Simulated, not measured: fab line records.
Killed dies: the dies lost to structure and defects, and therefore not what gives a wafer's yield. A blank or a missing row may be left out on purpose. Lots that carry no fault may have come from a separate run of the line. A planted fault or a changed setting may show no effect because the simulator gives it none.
Problem report, 8D (eight disciplines) form, completed by code ; flow sky130 ; the parts of the form that need people (team, actions taken, sign-off) are left out

1. WHAT WENT WRONG
Wafers without a fault read 0.4000 Pa, standard deviation 0.00086; chamber_pressure_pa at SKY_METAL4_SPUTTER_00 reads a mean of 0.3545 Pa on 4 wafers belonging to 3 lots. That puts it -53 standard deviations away from the usual mean.
The step: material Ti, target thk 15 nm, time 10 s.
Earliest sighting: wafer L176.1 on pvd_sputter-04 at day 43 09:51. The record holds 33 wafers of 11 lots with a number at this step. Rule for "out" (also "out of limits"): further than 4 standard deviations from the usual mean. The other wafers with a number count as sound.

2. WHAT IT IS AND WHAT IT IS NOT
question;is;is not
which readings at this step;chamber_pressure_pa;throttle_valve_pct
which lots;L176, L177, L178;L165, L166, L167, L169, L173, L186, L187, L188
which wafers of those lots;L176.1, L177.2, L177.6, L178.4;L176.2, L176.6, L177.5, L178.2, L178.5
read on which tools;pvd_sputter-04;pvd_sputter-01, pvd_sputter-03
when;from day 43 09:51;"up to then (17 sound wafers); but 12 sound wafers of L177, L178, L186, L187, L188 came after"

3. THE SUSPECTS, EACH WITH WHAT RULES IT OUT
Counting: if a tool at a process step up to the reading ran every lot that is out, it stays a suspect. Sound lots after the first of them don't rule it out here, since some wafers of a struck lot are sound.
- pvd_sputter-04 at SKY_METAL4_SPUTTER_00 (material Ti, target thk 15 nm, time 10 s): kept. It processed each lot that is out (first: L176, day 43 09:51); up to then, its last sound lot is L173 (day 42 11:42). Its own chamber_pressure_pa readings are out on those wafers.
Left after counting: pvd_sputter-04 at SKY_METAL4_SPUTTER_00.

4. THE CAUSE (what the simulator had put in)
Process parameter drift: pvd_sputter-04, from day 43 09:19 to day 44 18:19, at SKY_METAL4_SPUTTER_00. Setting chamber_pressure_pa, moved by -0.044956, from 0.4. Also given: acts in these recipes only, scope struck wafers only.
The count eliminated every tool but this one.

5. SEQUENCE OF EFFECTS, ordered by route
Rows list readings where the struck wafers' mean (over those with a number) sits beyond 3 standard deviations from the usual. Only readings whose record carries a usual standard deviation are examined. hours: median over the lots of the time between each lot's start at the first step of this table that gives one and its start at this step. sigmas: the change, counted in usual standard deviations.
hours;step;reading;usual;on struck wafers;change;sigmas
0;SKY_METAL4_SPUTTER_00;chamber_pressure_pa;0.4000 Pa;0.3545;-0.0455;-53
It contains these process steps:
- SKY_METAL4_SPUTTER_00: material Ti, target thk 15 nm, time 10 s.
At these later measuring or inspecting steps, every struck wafer for which the step has a row has a number for every such reading, and none has moved that far: SKY_CAP2M_THK_MEAS_04.

6. HOW IT WOULD HAVE BEEN CAUGHT EARLIER
In this record the first reading out of limits was taken at day 43 09:51, 1 hour after the fault began at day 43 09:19.
